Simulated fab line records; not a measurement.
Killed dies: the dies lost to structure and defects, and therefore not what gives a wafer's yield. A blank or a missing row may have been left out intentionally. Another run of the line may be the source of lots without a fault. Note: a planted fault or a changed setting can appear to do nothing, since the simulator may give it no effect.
Tool commonality check || flow gf180mcu || Lots sampled 14, wafers sampled 42

REASON IT WAS OPENED
2 of 14 lots carry a flag on the reading HV_LDD_3_TW at GF_HV_LDD_TW_MEAS_38. Fault-free wafers read 1437, with a standard deviation of 11.
Rule: a lot is flagged in two cases, either no wafer of it has a number, or all its wafers with numbers fall more than 4 standard deviations from that mean. As for the other lots, they are considered sound.

{"lot": "L778", "measured": "day 11 15:49", "on": "film-metro-04", "HV_LDD_3_TW, wafer by wafer": "1425 1414 1415", "flag": ""}
{"lot": "L779", "measured": "day 11 21:25", "on": "film-metro-04", "HV_LDD_3_TW, wafer by wafer": "1423 1416 1425", "flag": ""}
{"lot": "L780", "measured": "day 12 02:20", "on": "film-metro-01", "HV_LDD_3_TW, wafer by wafer": "1441 1445 1435", "flag": ""}
{"lot": "L781", "measured": "day 12 12:50", "on": "film-metro-04", "HV_LDD_3_TW, wafer by wafer": "1441 1437 1434", "flag": ""}
{"lot": "L784", "measured": "day 13 11:01", "on": "film-metro-04", "HV_LDD_3_TW, wafer by wafer": "1421 1414 1419", "flag": ""}
{"lot": "L785", "measured": "day 13 18:01", "on": "film-metro-01", "HV_LDD_3_TW, wafer by wafer": "1444 1447 1447", "flag": ""}
{"lot": "L786", "measured": "day 14 03:33", "on": "film-metro-01", "HV_LDD_3_TW, wafer by wafer": "1435 1442 1441", "flag": ""}
{"lot": "L787", "measured": "day 14 13:17", "on": "film-metro-03", "HV_LDD_3_TW, wafer by wafer": "1440 1443 1442", "flag": ""}
{"lot": "L788", "measured": "day 14 20:03", "on": "film-metro-03", "HV_LDD_3_TW, wafer by wafer": "1445 1443 1439", "flag": ""}
{"lot": "L789", "measured": "day 15 04:13", "on": "film-metro-04", "HV_LDD_3_TW, wafer by wafer": "1432 1435 1422", "flag": ""}
{"lot": "L792", "measured": "day 16 02:46", "on": "film-metro-03", "HV_LDD_3_TW, wafer by wafer": "1448 1443 1438", "flag": ""}
{"lot": "L793", "measured": "day 16 15:11", "on": "film-metro-03", "HV_LDD_3_TW, wafer by wafer": "1320 1312 1307", "flag": "FLAGGED"}
{"lot": "L794", "measured": "day 16 20:18", "on": "film-metro-04", "HV_LDD_3_TW, wafer by wafer": "1297 1301 1302", "flag": "FLAGGED"}
{"lot": "L801", "measured": "day 19 05:37", "on": "film-metro-04", "HV_LDD_3_TW, wafer by wafer": "1428 1432 1431", "flag": ""}
On average the flagged lots' numbers are 1306, which is -130 against the usual, or -12 standard deviations.

WHICH TOOL EACH LOT WENT THROUGH
The record holds 1 process step before the reading, out of a route of 602 steps. In each cell: the tool, then ch and the chambers that the sampled wafers went through, then the start.
{"lot": "L778", "flag": "", "GF_HV_LDD_IMPLANT_33": "implanter-04 ch 0, day 11 15:07"}
{"lot": "L779", "flag": "", "GF_HV_LDD_IMPLANT_33": "implanter-04 ch 0, day 11 20:41"}
{"lot": "L780", "flag": "", "GF_HV_LDD_IMPLANT_33": "implanter-04 ch 0, day 12 01:38"}
{"lot": "L781", "flag": "", "GF_HV_LDD_IMPLANT_33": "implanter-02 ch 0, day 12 12:08"}
{"lot": "L784", "flag": "", "GF_HV_LDD_IMPLANT_33": "implanter-01 ch 0, day 13 10:19"}
{"lot": "L785", "flag": "", "GF_HV_LDD_IMPLANT_33": "implanter-04 ch 0, day 13 17:20"}
{"lot": "L786", "flag": "", "GF_HV_LDD_IMPLANT_33": "implanter-02 ch 0, day 14 02:53"}
{"lot": "L787", "flag": "", "GF_HV_LDD_IMPLANT_33": "implanter-01 ch 0, day 14 12:36"}
{"lot": "L788", "flag": "", "GF_HV_LDD_IMPLANT_33": "implanter-04 ch 0, day 14 19:22"}
{"lot": "L789", "flag": "", "GF_HV_LDD_IMPLANT_33": "implanter-01 ch 0, day 15 03:31"}
{"lot": "L792", "flag": "", "GF_HV_LDD_IMPLANT_33": "implanter-04 ch 0, day 16 02:05"}
{"lot": "L793", "flag": "FLAGGED", "GF_HV_LDD_IMPLANT_33": "implanter-04, day 16 14:31"}
{"lot": "L794", "flag": "FLAGGED", "GF_HV_LDD_IMPLANT_33": "implanter-01, day 16 19:37"}
{"lot": "L801", "flag": "", "GF_HV_LDD_IMPLANT_33": "implanter-01 ch 0, day 19 04:58"}
These steps, and what they do:
- GF_HV_LDD_IMPLANT_33
- GF_HV_LDD_TW_MEAS_38

FLAGGED OVER TOTAL, TOOL BY TOOL (the gauges that took the reading come last)
{"step": "GF_HV_LDD_IMPLANT_33", "tool": "implanter-01", "lots run": 5, "flagged": 1, "share of the flagged lots": "some", "sound lots run after its first flagged lot": "1 (L801)"}
{"step": "GF_HV_LDD_IMPLANT_33", "tool": "implanter-02", "lots run": 2, "flagged": 0, "share of the flagged lots": "none", "sound lots run after its first flagged lot": "-"}
{"step": "GF_HV_LDD_IMPLANT_33", "tool": "implanter-04", "lots run": 7, "flagged": 1, "share of the flagged lots": "some", "sound lots run after its first flagged lot": 0}
{"step": "GF_HV_LDD_TW_MEAS_38", "tool": "film-metro-01", "lots run": 3, "flagged": 0, "share of the flagged lots": "none", "sound lots run after its first flagged lot": "-"}
{"step": "GF_HV_LDD_TW_MEAS_38", "tool": "film-metro-03", "lots run": 4, "flagged": 1, "share of the flagged lots": "some", "sound lots run after its first flagged lot": 0}
{"step": "GF_HV_LDD_TW_MEAS_38", "tool": "film-metro-04", "lots run": 7, "flagged": 1, "share of the flagged lots": "some", "sound lots run after its first flagged lot": "1 (L801)"}

WHAT IS ALLOWED BY THE TABLE
No row of the table ran every flagged lot.

WHAT HAD BEEN PUT IN BY THE SIMULATOR
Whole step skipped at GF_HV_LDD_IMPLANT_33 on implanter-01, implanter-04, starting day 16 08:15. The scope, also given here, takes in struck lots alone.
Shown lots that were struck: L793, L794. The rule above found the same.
